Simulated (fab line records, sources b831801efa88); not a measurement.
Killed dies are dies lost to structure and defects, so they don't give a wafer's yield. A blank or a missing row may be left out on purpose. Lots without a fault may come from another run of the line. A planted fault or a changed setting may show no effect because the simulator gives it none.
Problem report in the 8D (eight disciplines) form, filled by code | flow gf180mcu | the parts of the form that need people (team, actions taken, sign-off) are left out

1. THE PROBLEM
NSD_TW at GF_NSD_TW_MEAS_12 reads a mean of 3974 on 6 wafers of 2 lots; wafers without a fault read 4221 with a standard deviation of 31. That is -8.0 standard deviations from the usual mean.
First seen on wafer L838.1, day 17 04:44, on film_metro-04. The record holds 33 wafers of 11 lots with a number at this step. Rule for "out", or "out of limits": more than 4 standard deviations from the usual mean. The other wafers with a number count as sound.

2. WHAT IT IS AND WHAT IT IS NOT
question                    | is                           | is not
which readings at this step | NSD_TW                       | -
which lots                  | L838, L841                   | L829, L830, L834, L836, L840, L845, L848, L849, L850
which wafers of those lots  | all that have a number       | -
read on which gauges        | film_metro-03, film_metro-04 | film_metro-01
when                        | from day 17 04:44            | up to then (12 sound wafers); but 15 sound wafers of L840, L845, L848, L849, L850 came after

3. SUSPECTS, AND WHAT RULES EACH OUT
Counting: a tool at a process step up to the reading stays a suspect if it ran every lot that is out and no sound lot after the first of them.
- the gauge at GF_NSD_TW_MEAS_12: ruled out. The wafers that are out were read on 2 gauges (film_metro-03, film_metro-04).
- implanter-01 at GF_NSD_IMPLANT_09: ruled out as a lasting fault. Sound lots L848, L849 ran on it after its first lot that is out, L838 (day 17 04:20).
Left after counting: nothing in the record.

4. THE CAUSE (what the simulator had put in)
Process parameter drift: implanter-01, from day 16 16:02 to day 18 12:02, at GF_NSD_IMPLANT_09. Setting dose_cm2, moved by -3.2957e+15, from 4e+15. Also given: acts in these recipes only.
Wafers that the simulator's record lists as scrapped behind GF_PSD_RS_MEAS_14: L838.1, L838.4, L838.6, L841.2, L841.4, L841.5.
Counting ruled it out, wrongly: the rule takes a fault to strike every lot that its tool runs from its start on, and this one did not.

5. THE CHAIN OF EFFECTS, in route order
Each row: a reading whose mean over the struck wafers that have a number lies more than 3 standard deviations from the usual. Only readings for which the record gives a usual standard deviation are gone through. hours: the time from each lot's start at the first step in this table that gives one to its start at this step, as a median over the lots. sigmas: the change in usual standard deviations.
hours | step              | reading                   | usual         | on struck wafers | change    | sigmas
0     | GF_NSD_IMPLANT_09 | beam_on_s                 | 17.4 s        | 9.9              | -7.5      | -4.4
0     | GF_NSD_IMPLANT_09 | dose_ions_cm2             | 4e+15         | 7e+14            | -3e+15    | -99 or more
0     | GF_NSD_IMPLANT_09 | end_station_pressure_torr | 1.39e-05 Torr | 8.42e-06         | -5.48e-06 | -4.2
0     | GF_NSD_IMPLANT_09 | faraday_current_uA        | 12698         | 3962             | -8736     | -7.9
0     | GF_NSD_STRIP_11   | oes_product_au            | 0.487 a.u.    | 0.576            | +0.089    | +20
0     | GF_NSD_STRIP_11   | strip_time_to_endpoint_s  | 22.96 s       | 17.00            | -5.96     | -99 or more
0     | GF_NSD_TW_MEAS_12 | NSD_TW                    | 4221          | 3974             | -247      | -8.0
25    | GF_PSD_RS_MEAS_14 | NSD_RS                    | 46.14 ohm/sq  | 80.85            | +34.71    | +99 or more
The process steps in it:
- GF_NSD_IMPLANT_09
- GF_NSD_STRIP_11: strips in O2/N2.

6. WHAT WOULD HAVE CAUGHT IT SOONER
In this record the first reading out of limits at a measuring or inspecting step was taken at day 17 04:44, 13 hours after the fault began at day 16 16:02.
The tool's own readings at GF_NSD_IMPLANT_09 were out on every struck wafer that the step has a row for (beam_on_s, dose_ions_cm2, faraday_current_uA): an alarm limit on them would have fired on the first of those.
